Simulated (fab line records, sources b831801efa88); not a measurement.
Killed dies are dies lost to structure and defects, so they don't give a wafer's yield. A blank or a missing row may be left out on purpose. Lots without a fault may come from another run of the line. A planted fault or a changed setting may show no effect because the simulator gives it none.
A struck lot beside a sound one | flow sky130 | 15 steps out of a route of 708
Sound: wafers L430.1, L430.4, L430.5. Struck: wafers L449.2, L449.3, L449.4. The cause comes at the end.
At each step with rows: each side's tool, then ch and its chambers, then its first start. Under that, the readings that differ: sound wafers | struck wafers | difference of the means | sigmas: that difference in standard deviations of wafers without a fault.
alike: readings whose means differ by less than 2 such deviations, and words and numbers that are the same on both sides. not compared: withheld readings, readings that some wafer has no value for, bounds like >300 that may hide the same value, and numbers for which the record gives no deviation and whose values overlap.
The two part at a step that has a row with sigmas, a row that says differs or no value, or rows on one side only. Numbers that don't overlap but have no deviation are shown without sigmas and don't part them. A reading that every wafer of one side lacks parts them only if that side has two wafers or more.

SKY_METAL3_STRIP_19: strips in O2/N2.
  sound on plasma_asher-02 ch 0,1, day 38 17:11; struck on plasma_asher-02 ch 0,1, day 44 10:01
  alike: drypump_motor_current_A, oes_product_au, strip_time_to_endpoint_s
  not compared: rf_hours_counter_h
then, 4 steps without rows for these wafers: SKY_METAL3_STRIP_20 (strips in post etch residue remover, time 1200 s); SKY_METAL3_CLEAN_21 (cleans in IPA, time 180 s); SKY_METAL3_CLEAN_22 (cleans in O3/DIW); SKY_VIA3_HDPCVD_00 (deposits SiO2, target thk 1635 nm, time 272.5 s).
SKY_VIA3_THK_MEAS_01:
  sound on film_metro-03, day 38 18:03; struck on film_metro-02, day 44 10:48
  alike: VIA3_HDPCVD_THK
SKY_VIA3_CMP_02: polishes SiO2.
  sound on cmp-02 ch 1,3, day 38 18:10; struck on cmp-02 ch 0,1,2, day 44 10:51
  alike: edge_zone_pressure_frac, motor_current_A, platen_rpm, slurry_flow_ml_min
SKY_VIA3_BOW_MEAS_03:
  sound on film_metro-02, day 38 18:25; struck on film_metro-03, day 44 11:10
  alike: VIA3_BOW
then, 4 steps without rows for these wafers: SKY_VIA3_DEHYDRATE_04 (time 60 s); SKY_VIA3_HMDS_05 (prime time 60 s); SKY_VIA3_COAT_06 (resist thk 60 nm); SKY_VIA3_COAT_07 (resist thk 450 nm).
SKY_VIA3_SOFTBAKE_08: time 90 s.
  sound on litho_track-03 ch 0, day 39 07:00; struck on litho_track-03 ch 0, day 44 21:00
  reading                  | sound                | struck               | difference | sigmas
  heater_power_total_W (W) | 56.35 56.47 56.63    | 60.59 60.22 60.26    | +3.87      | +35
  run_length_s (s)         | 119.21 119.17 119.21 | 101.98 102.01 102.04 | -17.19     | -72
then, 1 step without rows for these wafers: SKY_VIA3_EXPOSE_09 (exposes mask VIM3, target cd 200 nm).
-- the record jumps here: 6 days lie between the struck wafers' starts before and after (it left off in module VIA3 and takes up again in module PAD_OPEN, whose first step shown is number 708 of the route) --
SKY_PAD_OPEN_PROBE_99:
  sound on prober-01, day 45 21:14; struck on prober-02, day 50 09:19
  alike: defect_limited_yield, killed_at_M0_to_M3, killed_at_M4_up, killed_at_contacts, killed_at_front_end, killed_at_other, killed_dies, killed_open, killed_short, sort_bin_3_pad_short, sort_bin_5_function, sort_bin_6_memory, sort_n_pass, sort_yield_pct

WHERE THEY PART
Only at SKY_VIA3_SOFTBAKE_08, within this record. Later steps at which nothing parts them and some readings are alike: SKY_PAD_OPEN_PROBE_99.

WHY: what the simulator had put in
Process parameter drift: litho_track-03, from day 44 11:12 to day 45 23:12, at SKY_VIA3_SOFTBAKE_08. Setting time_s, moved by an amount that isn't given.
